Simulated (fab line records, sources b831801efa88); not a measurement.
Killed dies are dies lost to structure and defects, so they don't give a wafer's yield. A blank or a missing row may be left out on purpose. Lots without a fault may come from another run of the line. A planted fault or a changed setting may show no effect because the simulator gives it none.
fab line records | flow sky130 | part 2 of 2: steps 23 to 31 of 31
record lots=5 wafers=15 last_day=50
route steps=708 shown VT_ADJUST_NCORE@126 VT_ADJUST_HVTR@131 VT_ADJUST_PCH@143 SONOS_TUNNEL@154
lots that met no fault: from a run of the same line without faults
start_h: hours from the record's first day to the start of the lot's first wafer shown | wait_h: hours since the lot's step before | " the same as in the row above | L1.1+2: a row that stands for several wafers | - no value, or no start given | * or withheld: withheld | < > ~ a bound
route shown NAME@n: a module of which the file shows steps, and the number in the route of the first | usual: mean/standard deviation of fault-free wafers | same: alike in all rows | chamber/n: place in a boat | sites: the reading at each site | _std_site: their standard deviation | _edge_site: outer sites' mean less inner sites' | radius_mm: how far each site lies from the wafer's centre | mask NAME#n: copy n | behind: the tool/chamber that last shaped the wafer | hold: why the lot was held/for how many hours/how that ended | device: the transistor (n, p or np) that didn't switch | end of line: the same wafers' tests at the end of the route | a step without rows: its recipe alone | killed: dies lost to structure and defects at the first sort, not the wafer's yield | map: a wafer's dies, x killed, . not, _ none there
set.NAME: the setting as run; set.NAME@STEP: as run at that earlier step | model.NAME: the simulator's own value behind a step, which no gauge read
lots at some steps of the route; a table a step, a row a wafer
services: from which hour (start_h, from the record's first day; less than 0 if before it) a tool's chamber was out of use, for how many hours, and why
## steps
# step SKY_VT_ADJUST_PCH_PEB_05
# recipe temp_c=115 time_s=withheld
# usual chill_plate_temp_C=23.03/0.1 exhaust_pa=45.3/0.79
# columns lot.wafer tool chamber start_h wait_h chill_plate_temp_C exhaust_pa
L081.1 litho_track-03 0 - - 23.24 45.6
L081.4 " 0 " " 22.88 45.3
L081.5 " 0 " " 22.91 46.8
L085.2 litho_track-04 0 - - 23.12 47.3
L085.4 " 0 " " 23.16 45.0
L085.6 " 0 " " 23.21 45.3
L089.2 litho_track-03 0 - - 22.97 46.0
L089.4 " 0 " " 23.12 44.5
L089.6 " 0 " " 23.08 43.5
L091.2 litho_track-04 0 - - 23.01 45.7
L091.3 " 0 " " 22.91 45.9
L091.4 " 0 " " 23.21 47.4
L097.2 litho_track-02 0 - - 23.09 45.0
L097.3 " 0 " " 23.01 45.2
L097.5 " 0 " " 22.99 44.4
# step SKY_VT_ADJUST_PCH_DEVELOP_06
# recipe wall_angle_deg=90 developer=TMAH develop_time_s=60 dev_temp_c=23
# usual chill_plate_temp_C=22.99/0.13 exhaust_pa=45.2/0.98
# columns lot.wafer tool chamber start_h wait_h chill_plate_temp_C exhaust_pa
L081.1 litho_track-03 0 - - 22.97 45.8
L081.4 " 0 " " 23.07 45.0
L081.5 " 0 " " 23.12 46.5
L085.2 litho_track-04 0 - - 23.01 42.6
L085.4 " 0 " " 23.02 44.3
L085.6 " 0 " " 22.81 43.6
L089.2 litho_track-03 0 - - 23.00 45.2
L089.4 " 0 " " 23.07 45.6
L089.6 " 0 " " 23.01 46.7
L091.2 litho_track-04 0 - - 22.89 47.7
L091.3 " 0 " " 22.87 45.4
L091.4 " 0 " " 22.86 45.2
L097.2 litho_track-02 0 - - 23.24 44.1
L097.3 " 0 " " 23.05 45.7
L097.5 " 0 " " 22.98 43.6
# step SKY_VT_ADJUST_PCH_OVL_MEAS_07
# usual VT_ADJUST_PCH_OVL=-0.2/1.5
# columns lot.wafer tool chamber start_h wait_h VT_ADJUST_PCH_OVL[nm]
L081.1 overlay-01 - 283.75 - -0.7
L081.4 " - " " -0.4
L081.5 " - " " -0.7
L085.2 overlay-02 - 318.65 - 0.3
L085.4 " - " " -1.9
L085.6 " - " " -2.5
L089.2 overlay-02 - 340.95 - 1.0
L089.4 " - " " 0.1
L089.6 " - " " 2.5
L091.2 overlay-01 - 360.80 - 1.5
L091.3 " - " " 1.6
L091.4 " - " " 1.6
L097.2 overlay-01 - 403.21 - -3.4
L097.3 " - " " -3.0
L097.5 " - " " -3.8
# step SKY_VT_ADJUST_PCH_IMPLANT_08
# recipe species=B energy_kev=10 dose_cm2=5e+11 tilt_deg=withheld
# usual beam_energy_keV=10.000/0.0029
# columns lot.wafer tool chamber start_h wait_h beam_energy_keV
L081.1 implanter-03 0 283.78 0.0 10.005
L081.4 " 0 " " 10.003
L081.5 " 0 " " 9.9981
L085.2 implanter-03 0 318.74 0.1 9.9985
L085.4 " 0 " " 9.9988
L085.6 " 0 " " 10.001
L089.2 implanter-01 0 341.01 0.0 10.004
L089.4 " 0 " " 10.001
L089.6 " 0 " " 9.9979
L091.2 implanter-02 0 360.85 0.0 10.001
L091.3 " 0 " " 9.9963
L091.4 " 0 " " 10.000
L097.2 implanter-03 0 403.27 0.0 10.0000
L097.3 " 0 " " 9.9953
L097.5 " 0 " " 10.002
# step SKY_VT_ADJUST_PCH_STRIP_09
# recipe chemistry=O2/N2 power_w=1400 pressure_mtorr=1500 platen_temp_c=withheld o2_flow_sccm=3000 n2_flow_sccm=300 overash_fraction=0.5
# usual drypump_motor_current_A=5.46/0.19 oes_product_au=0.723/0.0043 strip_time_to_endpoint_s=36.94/0.087
# columns lot.wafer tool chamber start_h wait_h drypump_motor_current_A oes_product_au rf_hours_counter_h strip_time_to_endpoint_s
L081.1 plasma_asher-01 1 283.93 0.1 5.45 0.723 17 36.95
L081.4 " 1 " " 5.46 0.719 - 37.02
L081.5 " 0 " " 5.52 0.728 - 36.99
L085.2 plasma_asher-04 1 318.86 0.1 5.67 0.716 49 36.88
L085.4 " 1 " " 5.68 0.727 - 36.90
L085.6 " 0 " " 5.14 0.722 - 36.93
L089.2 plasma_asher-01 0 341.13 0.1 5.50 0.727 22 37.04
L089.4 " 0 " " 5.51 0.727 - 37.05
L089.6 " 1 " " 5.42 0.719 - 36.99
L091.2 plasma_asher-01 1 360.98 0.1 5.46 0.725 24 36.88
L091.3 " 0 " " 5.52 0.724 - 36.91
L091.4 " 1 " " 5.45 0.722 - 37.00
L097.2 plasma_asher-04 1 403.39 0.1 5.67 0.721 56 36.82
L097.3 " 1 " " 5.69 0.724 - 36.81
L097.5 " 0 " " 5.12 0.724 - 36.86
# step SKY_VT_ADJUST_PCH_TW_MEAS_10
# usual VT_ADJUST_PCH_TW=143.2/0.74
# columns lot.wafer tool chamber start_h wait_h VT_ADJUST_PCH_TW
L081.1 film_metro-04 - 284.03 0.1 142.9
L081.4 " - " " 142.7
L081.5 " - " " 143.4
L085.2 film_metro-03 - 318.97 0.1 141.9
L085.4 " - " " 142.1
L085.6 " - " " 141.7
L089.2 film_metro-03 - 341.24 0.1 143.4
L089.4 " - " " 143.7
L089.6 " - " " 143.0
L091.2 film_metro-04 - 361.09 0.1 144.0
L091.3 " - " " 142.9
L091.4 " - " " 143.0
L097.2 film_metro-03 - 403.50 0.1 141.6
L097.3 " - " " 141.7
L097.5 " - " " 142.4
# step SKY_SONOS_TUNNEL_DEHYDRATE_00
# recipe temp_c=200 time_s=60
# usual chill_plate_temp_C=23.00/0.1 exhaust_pa=45.0/1
# columns lot.wafer tool chamber start_h wait_h chill_plate_temp_C exhaust_pa
L081.1 litho_track-02 0 295.81 11.8 22.87 45.4
L081.4 " 0 " " 22.95 45.8
L081.5 " 0 " " 22.89 44.6
L085.2 litho_track-02 0 332.43 13.4 23.02 45.5
L085.4 " 0 " " 23.02 45.1
L085.6 " 0 " " 22.87 44.6
L089.2 litho_track-02 0 354.33 13.1 22.99 43.8
L089.4 " 0 " " 23.10 43.3
L089.6 " 0 " " 22.98 44.9
L091.2 litho_track-03 0 374.32 13.2 22.94 44.7
L091.3 " 0 " " 22.91 44.5
L091.4 " 0 " " 23.03 44.9
L097.2 litho_track-02 0 417.83 14.3 23.07 45.1
L097.3 " 0 " " 22.99 45.4
L097.5 " 0 " " 23.10 44.2
# step SKY_SONOS_TUNNEL_HMDS_01
# recipe prime_time_s=60 prime_temp_c=120
# usual chill_plate_temp_C=22.99/0.11 exhaust_pa=44.8/0.85
# columns lot.wafer tool chamber start_h wait_h chill_plate_temp_C exhaust_pa
L081.1 litho_track-02 0 295.96 0.1 23.07 44.4
L081.4 " 0 " " 22.99 44.6
L081.5 " 0 " " 22.93 44.7
L085.2 litho_track-02 0 332.58 0.1 22.94 43.8
L085.4 " 0 " " 22.74 46.2
L085.6 " 0 " " 22.80 44.8
L089.2 litho_track-02 0 354.48 0.1 23.10 44.6
L089.4 " 0 " " 23.10 42.9
L089.6 " 0 " " 22.96 45.1
L091.2 litho_track-03 0 374.47 0.1 23.05 45.2
L091.3 " 0 " " 23.02 44.9
L091.4 " 0 " " 22.98 46.1
L097.2 litho_track-02 0 417.98 0.1 22.88 44.4
L097.3 " 0 " " 22.93 44.9
L097.5 " 0 " " 22.86 45.6
# step SKY_SONOS_TUNNEL_COAT_02
# recipe resist=NOVOLAK spin_rpm=3000 resist_thk_nm=1140
# usual chill_plate_temp_C=23.01/0.096 exhaust_pa=45.1/0.95
# columns lot.wafer tool chamber start_h wait_h chill_plate_temp_C exhaust_pa
L081.1 litho_track-02 0 296.11 0.1 22.95 44.9
L081.4 " 0 " " 22.98 44.4
L081.5 " 0 " " 22.84 43.9
L085.2 litho_track-02 0 332.73 0.1 23.08 44.8
L085.4 " 0 " " 23.13 43.2
L085.6 " 0 " " 22.95 45.6
L089.2 litho_track-02 0 354.63 0.1 22.92 45.3
L089.4 " 0 " " 22.99 45.0
L089.6 " 0 " " 22.95 44.3
L091.2 litho_track-03 0 374.62 0.1 23.07 44.4
L091.3 " 0 " " 23.07 44.7
L091.4 " 0 " " 22.98 45.0
L097.2 litho_track-02 0 418.13 0.1 22.91 45.0
L097.3 " 0 " " 22.89 45.1
L097.5 " 0 " " 22.96 44.0
## services
# columns tool chamber start_h hours kind
implanter-03 - 219.86 2.3 repair
iline_stepper-01 - 225.11 16.3 repair
implanter-03 - 226.80 3.2 pm
plasma_asher-02 - 234.23 2.8 pm
iline_stepper-01 - 261.05 4.4 pm
plasma_asher-04 - 272.96 14.6 pm
plasma_asher-02 - 277.22 1.8 repair
iline_stepper-02 - 282.16 1.7 pm
implanter-03 - 331.57 2.6 repair
implanter-01 - 343.38 2.8 pm
implanter-01 - 347.49 18.3 repair
plasma_asher-01 - 349.76 0.4 repair
implanter-02 - 352.18 2.1 repair
implanter-02 - 356.47 0.7 repair
implanter-04 - 367.96 2.2 repair
implanter-01 - 368.87 4.9 pm
plasma_asher-04 - 393.46 4.5 repair
implanter-02 - 395.81 1.4 repair
implanter-04 - 407.21 2.8 repair
iline_stepper-02 - 413.74 7.1 repair
